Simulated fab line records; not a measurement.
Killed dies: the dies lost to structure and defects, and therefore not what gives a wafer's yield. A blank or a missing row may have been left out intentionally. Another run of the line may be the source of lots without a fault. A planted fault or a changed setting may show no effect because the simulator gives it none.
fab line records + flow sky130
record
- lots=5
- wafers=15
- lastDay=49
route steps=708 shown VIA2@511 METAL3@532 CAPM@537 PAD_OPEN@708
lots that met no fault: from a run of the same line without faults
startH: hours from the record's opening day to when the first of the lot's shown wafers began + waitH: hours from the lot's prior step to this one + " as in the row above + L1.1+2: several wafers, shown together as one row + - no value, or no start was given + * or withheld: withheld + < > ~ a bound
route shown NAME@n: NAME is a module with steps in the file, n the number in the route of the first one + usual: the fault-free wafers' mean and standard deviation + same: alike in all rows + chamber/n: place in a boat + sites: the reading at each site + _std_site: how widely they spread, as a standard deviation + _edge_site: inner sites' mean taken away from outer sites' mean + radiusMm: how far each site lies from the wafer's centre + mask NAME#n: copy n + behind: the last tool/chamber to shape the wafer + hold: cause of the lot's hold/its duration in hours/its outcome + device: whichever transistor did not switch (one of n, p or np) + end of line: the same wafers' tests at the end of the route + for a step that has no rows: nothing shown but its recipe + killed: count of dies lost to structure and defects at first sort (not the wafer's yield) + map: a wafer's dies, x killed, . not, _ none there
set.NAME: setting as actually run; set.NAME@STEP: the setting as run at that earlier step + model.NAME: the simulator's own value behind a step, which no gauge read
a table for each step, a row for each wafer; lots at some steps of the route
services: from which hour (startH, from the record's first day; less than 0 if before it) a tool's chamber was out of use, for how many hours, and why
## steps
# step SKY_VIA2_DEHYDRATE_04
# recipe
- tempC=200
- timeS=60
# step SKY_VIA2_HMDS_05
# recipe
- primeTimeS=60
- primeTempC=120
# step SKY_VIA2_COAT_06
# recipe
- resist=BARC
- tempC=withheld
- timeS=withheld
- spinRpm=3000
- resistThkNm=60
# step SKY_VIA2_COAT_07
# recipe
- resist=KrF-thick
- spinRpm=3000
- resistThkNm=450
# step SKY_VIA2_SOFTBAKE_08
# recipe
- tempC=100
- timeS=90
- resist=KrF-thick
# step SKY_VIA2_EXPOSE_09
# recipe
- maskId=VIM2
- na=0.8
- sourceShape=annular
- sigmaInner=0.55
- sigmaOuter=0.85
- targetCdNm=200
- doseMj=38
# step SKY_VIA2_PEB_10
# recipe
- pebTempC=withheld
- pebTimeS=withheld
- resist=KrF-thick
# step SKY_VIA2_DEVELOP_11
# recipe
- developTimeS=60
- resist=KrF-thick
- devTempC=21
# step SKY_VIA2_ETCH_14
# recipe
- chemistry=N2/H2
- target=BARC
- ionEnergyEv=200
- sourceW=500
- biasW=100
- pressureMtorr=30
- n2FlowSccm=100
- h2FlowSccm=200
- stopOn=SiO2
- timeS=45.9
- targetDepthA=600
# step SKY_VIA2_ETCH_15
# recipe
- target=SiO2
- chemistry=C4F8/O2/Ar
- targetDepthNm=546
- stopOn=TiN
- maskMaterial=KrF-thick
- sourceW=1500
- biasW=1200
- pressureMtorr=40
- c4f8FlowSccm=withheld
- O2_flow_sccm=6
- Ar_flow_sccm=300
- timeS=84
# usual
- chamberPressureMTorr=40.00/0.042
- oesProductAu=0.939/0.005
- rfFwdPowerW=1491/5
| lot.wafer | tool       | chamber | startH | waitH | chamberPressureMTorr | oesProductAu | rfFwdPowerW | rfHoursCounterH |
|-----------|------------|---------|--------|-------|----------------------|--------------|-------------|-----------------|
| L270.1    | rieDiel-01 | 1       | 844.10 | 0.0   | 39.99                | 0.940        | 1490        | 1               |
| L270.5    | "          | 3       | "      | "     | 39.98                | 0.943        | 1489        | -               |
| L270.6    | "          | 2       | "      | "     | 40.04                | 0.951        | 1490        | -               |
| L271.2    | rieDiel-02 | 2       | 859.30 | 0.0   | 39.95                | 0.942        | 1487        | 25              |
| L271.3    | "          | 0       | "      | "     | 40.02                | 0.944        | 1493        | 4               |
| L271.4    | "          | 3       | "      | "     | 40.03                | 0.934        | 1496        | 11              |
| L286.3    | rieDiel-01 | 3       | 966.84 | 0.0   | 39.99                | 0.938        | 1486        | 8               |
| L286.4    | "          | 1       | "      | "     | 40.01                | 0.933        | 1491        | 4               |
| L286.5    | "          | 0       | "      | "     | 40.00                | 0.946        | 1492        | -               |
| L287.1    | rieDiel-01 | 0       | 970.05 | 0.0   | 40.00                | 0.943        | 1491        | 14              |
| L287.4    | "          | 1       | "      | "     | 39.98                | 0.943        | 1486        | 4               |
| L287.5    | "          | 2       | "      | "     | 40.01                | 0.931        | 1491        | -               |
| L288.2    | rieDiel-01 | 2       | 974.35 | 0.0   | 40.00                | 0.929        | 1491        | 6               |
| L288.4    | "          | 0       | "      | "     | 40.06                | 0.937        | 1495        | 14              |
| L288.6    | "          | 1       | "      | "     | 40.04                | 0.948        | 1496        | -               |
# step SKY_VIA2_STRIP_16
# recipe
- chemistry=O2/N2
- powerW=1400
- pressureMtorr=1500
- platenTempC=withheld
- o2FlowSccm=3000
- n2FlowSccm=300
- overashFraction=0.5
# step SKY_VIA2_STRIP_17
# recipe
- chemistry=postEtchResidueRemover
- timeS=1200
- tempC=72.5
# step SKY_VIA2_CLEAN_18
# recipe
- chemistry=IPA
- timeS=180
- tempC=25
# step SKY_VIA2_CLEAN_19
# recipe
- chemistry=O3/DIW
- dry=n2Spin
# step SKY_VIA2_SPUTTER_20
# recipe
- material=TiN
- targetThkNm=20
- chamberPressurePa=5
- powerW=4000
- timeS=80
# step SKY_VIA2_CVD_21
# recipe
- material=W
- targetThkNm=420
- timeS=126.4
- tempC=400
- pressureTorr=40
# step SKY_VIA2_CMP_24
# recipe
- stopOn=SiO2
- tOverpolishS=20
- downForcePsi=3.5
- platenRpm=60
- targetThkNm=0
- padVelocityMS=0.94248
# step SKY_METAL3_SPUTTER_00
# recipe
- material=Ti
- targetThkNm=15
- powerW=3000
- timeS=10
- chamberPressurePa=0.4
# step SKY_METAL3_SPUTTER_01
# recipe
- material=TiN
- targetThkNm=20
- powerW=6500
- timeS=16.7
- chamberPressurePa=0.4
# step SKY_METAL3_SPUTTER_02
# recipe
- material=AlCu
- targetThkNm=735
- powerW=10600
- timeS=39.1
- chamberPressurePa=0.4
# step SKY_METAL3_SPUTTER_03
# recipe
- material=Ti
- targetThkNm=5
- powerW=3000
- timeS=3.3
- chamberPressurePa=0.4
# step SKY_METAL3_SPUTTER_04
# recipe
- material=TiN
- targetThkNm=70
- powerW=6500
- timeS=58.3
- chamberPressurePa=0.4
# step SKY_CAPM_CVD_00
# recipe
- material=SiO2
- targetThkNm=15.5
- tempC=400
- timeS=withheld
- rfW=450
# step SKY_CAPM_SPUTTER_02
# recipe
- material=TiN
- targetThkNm=200
- tempC=300
- powerW=6500
- timeS=166.7
- chamberPressurePa=0.4
# step SKY_CAPM_DEHYDRATE_05
# recipe
- tempC=200
- timeS=60
# step SKY_CAPM_HMDS_06
# recipe
- primeTimeS=60
- primeTempC=120
# step SKY_CAPM_COAT_07
# recipe
- resist=NOVOLAK
- spinRpm=3000
- resistThkNm=1140
# step SKY_CAPM_SOFTBAKE_08
# recipe
- tempC=90
- timeS=60
- resist=NOVOLAK
# step SKY_CAPM_EXPOSE_09
# recipe
- maskId=CAPM
- na=0.6
- sourceShape=conventional
- sigmaOuter=0.6
- polarization=unpolarized
- targetCdNm=1000
- doseMj=159
# step SKY_CAPM_PEB_10
# recipe
- tempC=withheld
- timeS=*
- resist=NOVOLAK
# step SKY_CAPM_DEVELOP_11
# recipe
- resist=NOVOLAK
- developer=TMAH
- developTimeS=60
- devTempC=23
# step SKY_CAPM_METAL_ETCH_13
# recipe
- targetDepthNm=220
- stopOn=SiO2
- chemistry=Cl2/BCl3
- target=TiN
- pressureMtorr=10
- icpW=900
- biasW=48.5
- Cl2_flow_sccm=60
- bcl3FlowSccm=30
- timeS=62.9
# step SKY_CAPM_STRIP_14
# recipe
- chemistry=O2/N2
- powerW=1400
- pressureMtorr=1500
- platenTempC=withheld
- o2FlowSccm=3000
- n2FlowSccm=300
- overashFraction=0.5
# step SKY_PAD_OPEN_PROBE_99
# usual
- defectLimitedYield=82.3/2
- killed_at_M0_to_M3=43/7
- killed_at_M4_up=3.5/1.9
- killedAtContacts=24/5.3
- killedAtFrontEnd=15/4.4
- killedAtOther=0.3/0.69
- killedDies=87/9.7
- killedOpen=48/7
- killedShort=39/6.4
- sort_bin_3_pad_short=0.9/0.46
- sort_bin_5_function=10.5/1.4
- sort_bin_6_memory=6.3/1.2
- sortNPass=405/9.7
- sortYieldPct=82.3/2
# same
- grossDies=492
- killedAtBackSide=0
- sort_bin_4_leakage[%]=0
- sort_bin_8_speed[%]=0
| lot.wafer | tool      | chamber | startH  | waitH | defectLimitedYield[%] | killed_at_M0_to_M3 | killed_at_M4_up | killedAtContacts | killedAtFrontEnd | killedAtOther | killedDies | killedOpen | killedShort | sort_bin_3_pad_short[%] | sort_bin_5_function[%] | sort_bin_6_memory[%] | sortNPass | sortYieldPct[%] | model.etest.tester.sortNPass | model.etest.tester.sortYieldPct | model.etest.tester.sort_bin_5_pct | model.etest.tester.sort_bin_3_pct |
|-----------|-----------|---------|---------|-------|-----------------------|--------------------|-----------------|------------------|------------------|---------------|------------|------------|-------------|-------------------------|------------------------|----------------------|-----------|-----------------|------------------------------|---------------------------------|-----------------------------------|-----------------------------------|
| L270.1    | prober-02 | -       | 1073.56 | 0.1   | 83.7                  | 41                 | 5               | 19               | 15               | 0             | 80         | 44         | 35          | 0.6                     | 11.4                   | 4.3                  | 412       | 83.7            | 412                          | 83.74                           | 11.38                             | 0.6098                            |
| L270.5    | prober-02 | -       | 1073.76 | 0.2   | 85.2                  | 35                 | 1               | 22               | 15               | 0             | 73         | 40         | 33          | 1.0                     | 8.7                    | 5.1                  | 419       | 85.2            | 419                          | 85.16                           | 8.74                              | 1.016                             |
| L270.6    | prober-02 | -       | 1073.81 | 0.2   | 76.8                  | 51                 | 5               | 37               | 21               | 0             | 114        | 67         | 47          | 0.6                     | 11.8                   | 10.8                 | 378       | 76.8            | 378                          | 76.83                           | 11.79                             | 0.6098                            |
| L286.3    | prober-01 | -       | 1164.17 | 0.2   | 73.8                  | 82                 | 5               | 29               | 13               | 0             | 129        | 43         | 43          | 3.0                     | 15.9                   | 7.3                  | 363       | 73.8            | 363                          | 73.78                           | 15.85                             | 3.049                             |
| L286.4    | prober-01 | -       | 1164.22 | 0.2   | 73.6                  | 87                 | 8               | 21               | 14               | 0             | 130        | 49         | 40          | 2.4                     | 16.5                   | 7.5                  | 362       | 73.6            | 362                          | 73.58                           | 16.46                             | 2.439                             |
| L286.5    | prober-01 | -       | 1164.27 | 0.2   | 72.0                  | 94                 | 5               | 25               | 14               | 0             | 138        | 53         | 33          | 3.3                     | 16.5                   | 8.3                  | 354       | 72.0            | 354                          | 71.95                           | 16.46                             | 3.252                             |
| L287.1    | prober-02 | -       | 1168.87 | 0.1   | 73.4                  | 93                 | 2               | 23               | 13               | 0             | 131        | 36         | 44          | 1.2                     | 16.3                   | 9.1                  | 361       | 73.4            | 361                          | 73.37                           | 16.26                             | 1.22                              |
| L287.4    | prober-02 | -       | 1169.02 | 0.2   | 72.4                  | 93                 | 3               | 23               | 16               | 1             | 136        | 43         | 41          | 2.6                     | 16.9                   | 8.1                  | 356       | 72.4            | 356                          | 72.36                           | 16.87                             | 2.642                             |
| L287.5    | prober-02 | -       | 1169.07 | 0.2   | 79.3                  | 68                 | 3               | 17               | 14               | 0             | 102        | 37         | 46          | 3.0                     | 12.4                   | 5.3                  | 390       | 79.3            | 390                          | 79.27                           | 12.4                              | 3.049                             |
| L288.2    | prober-01 | -       | 1171.42 | 0.1   | 78.9                  | 60                 | 0               | 23               | 21               | 0             | 104        | 39         | 38          | 2.8                     | 9.8                    | 8.5                  | 388       | 78.9            | 388                          | 78.86                           | 9.756                             | 2.846                             |
| L288.4    | prober-01 | -       | 1171.52 | 0.2   | 75.6                  | 85                 | 2               | 23               | 10               | 0             | 120        | 42         | 27          | 0.8                     | 17.7                   | 5.9                  | 372       | 75.6            | 372                          | 75.61                           | 17.68                             | 0.813                             |
| L288.6    | prober-01 | -       | 1171.62 | 0.2   | 75.8                  | 76                 | 2               | 25               | 16               | 0             | 119        | 37         | 38          | 2.6                     | 14.0                   | 7.5                  | 373       | 75.8            | 373                          | 75.81                           | 14.02                             | 2.642                             |
# killed by level:class
L270.1 VIA1:geometricParticle:open=9 VIA3:geometricParticle:open=8 LI_CONTACT:geometricParticle:open=6 CONTACT:geometricParticle:open=5 VIA1:geometricParticle:short=5 LI_CONTACT:geometricParticle:short=4 VIA3:geometricParticle:short=4 FIELD_ISO:geometricParticle:open=3
L270.5 VIA1:geometricParticle:open=9 CONTACT:geometricParticle:open=9 VIA3:geometricParticle:open=5 FIELD_ISO:geometricParticle:short=4 POLY_GATE:geometricParticle:open=4 LOCAL_INTERCONNECT:geometricParticle:short=4 CONTACT:geometricParticle:short=4 METAL1:geometricParticle:short=4
L270.6 VIA1:geometricParticle:open=13 CONTACT:geometricParticle:open=13 VIA3:geometricParticle:open=12 LI_CONTACT:geometricParticle:open=11 POLY_GATE:geometricParticle:short=8 CONTACT:geometricParticle:short=8 VIA2:geometricParticle:open=4 POLY_GATE:geometricParticle:open=4
L286.3 VIA2:unspecified=43 CONTACT:geometricParticle:open=12 LI_CONTACT:geometricParticle:short=6 METAL1:geometricParticle:short=6 VIA1:geometricParticle:open=6 CONTACT:geometricParticle:short=5 VIA2:geometricParticle:open=5 POLY_GATE:geometricParticle:open=4
L286.4 VIA2:unspecified=40 CONTACT:geometricParticle:open=12 METAL2:geometricParticle:short=8 VIA2:geometricParticle:open=8 VIA1:geometricParticle:open=8 METAL1:geometricParticle:short=6 FIELD_ISO:geometricParticle:open=4 POLY_GATE:geometricParticle:short=4
L286.5 VIA2:unspecified=52 VIA1:geometricParticle:open=12 CONTACT:geometricParticle:open=10 FIELD_ISO:geometricParticle:open=6 LI_CONTACT:geometricParticle:open=6 VIA2:geometricParticle:open=6 CONTACT:geometricParticle:short=5 METAL1:geometricParticle:short=5
L287.1 VIA2:unspecified=50 CONTACT:geometricParticle:open=8 METAL2:geometricParticle:short=7 LOCAL_INTERCONNECT:geometricParticle:short=7 VIA1:geometricParticle:open=7 VIA2:geometricParticle:open=6 POLY_GATE:geometricParticle:short=5 VIA1:geometricParticle:short=5
L287.4 VIA2:unspecified=51 CONTACT:geometricParticle:open=12 VIA1:geometricParticle:open=9 METAL1:geometricParticle:short=9 VIA3:geometricParticle:open=7 FIELD_ISO:geometricParticle:short=5 CONTACT:geometricParticle:short=5 FIELD_ISO:geometricParticle:open=4
L287.5 VIA2:unspecified=19 VIA1:geometricParticle:open=10 VIA1:geometricParticle:short=9 CONTACT:geometricParticle:open=6 METAL2:geometricParticle:short=6 VIA3:geometricParticle:open=5 FIELD_ISO:geometricParticle:open=4 POLY_GATE:geometricParticle:short=4
L288.2 VIA2:unspecified=27 FIELD_ISO:geometricParticle:short=9 LI_CONTACT:geometricParticle:open=8 CONTACT:geometricParticle:open=7 VIA3:geometricParticle:open=6 METAL1:geometricParticle:short=5 VIA2:geometricParticle:open=5 POLY_GATE:geometricParticle:short=3
L288.4 VIA2:unspecified=51 CONTACT:geometricParticle:open=10 VIA1:geometricParticle:open=9 VIA3:geometricParticle:open=7 METAL1:geometricParticle:short=7 LI_CONTACT:geometricParticle:open=6 VIA2:geometricParticle:open=4 CONTACT:geometricParticle:short=4
L288.6 VIA2:unspecified=44 LOCAL_INTERCONNECT:geometricParticle:short=9 LI_CONTACT:geometricParticle:open=8 VIA1:geometricParticle:open=8 METAL1:geometricParticle:short=7 VIA3:geometricParticle:open=5 FIELD_ISO:geometricParticle:open=5 METAL2:geometricParticle:short=4
# map L286.5 (x killed, . not)
__________....x....._________
________.....xx.x....._______
______.x.x.............._____
_____x................x..____
____...x.x...x.x.....xx...___
___x.....xx...x.x.x....xxx.__
__........................xx_
_...........x....xx......x..x
_....x.xx..x....x..x.........
_......x....xx.......xxx...x.
_x.....x.....x.....xxxxx.x.x.
_x.........x......xxxxxxx....
_.......x....x....xxxxxxxx...
_.......xx....x.xxxxxxxxxx...
_...x...........xxxxxxxxxx...
__..x.x...xx.x..x.xxxxxxxxx._
___.x............xxxxxx.xx.__
____....x.....x.....xx.x.x___
_____.x............xx..x.____
______.........x..x....._____
________x....x.....xxx_______
__________......x..._________
# map L287.4 (x killed, . not)
__________...x.xx..x_________
________x.xx.......x.._______
______...x..x..xxx......_____
_____.........xxxx..x....____
____.........xxxxxxxx.xx..___
___..........xxxxxxxx......__
__.....x.xxxxxxxxxxxxx.xx.x._
_x....x......xxxxxxxx...x..x.
_........x....xxxxxxxx...x..x
_....x....x..x.xxxx........x.
_....x....x.xx..x......xx.x..
_x.....x...x.....x....x......
_.x..x.xx..xx............xx..
_...x.................x.....x
_.xxxx....x.x........x...x...
__.x.......x................_
___.....xx.................__
____..x......x.x.....x...x___
_____.....x.xx...x......x____
______....x....x........_____
________........x....._______
__________.x..x...x._________
## services
| tool       | chamber | startH | hours | kind          |
|------------|---------|--------|-------|---------------|
| rieDiel-01 | -       | 874.43 | 2.0   | repair        |
| rieDiel-01 | -       | 876.44 | 0.3   | repair        |
| rieDiel-01 | 1       | 927.77 | 21.2  | repair        |
| rieDiel-02 | 2       | 929.74 | -     | clean         |
| rieDiel-02 | 2       | 929.74 | 15.6  | scheduledDown |
| rieDiel-02 | 2       | 929.74 | 15.6  | ventCycle     |
| rieDiel-01 | 3       | 943.23 | 8.3   | repair        |
| rieDiel-02 | 2       | 960.53 | 5.7   | repair        |
## key
firstSign
- step=SKY_PAD_OPEN_PROBE_99
- reading=killed_at_M0_to_M3
- direction=up
- sigmas=5.5
- usual=43
- struck=82
effect
- step=SKY_PAD_OPEN_PROBE_99
- reading=sortNPass
- direction=down
- sigmas=3.7
- usual=405
- struck=369
- wafersMoved=8
modelEffect
- step=SKY_PAD_OPEN_PROBE_99
- value=etest.tester.sortNPass
- without=406.4
- struck=368.8
metAt SKY_VIA2_ETCH_15
struckWafers L286.3,L286.4,L286.5,L287.1,L287.4,L287.5,L288.2,L288.4,L288.6
onsetBetween 844.10 966.84
alsoFits time
fault
- kind=chamberParticleSource
- tool=rieDiel-01
- chamber=-
- onsetH=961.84
- steps=SKY_VIA2_ETCH_15
- ratePerVisitCm2=0.60651
- endH=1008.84
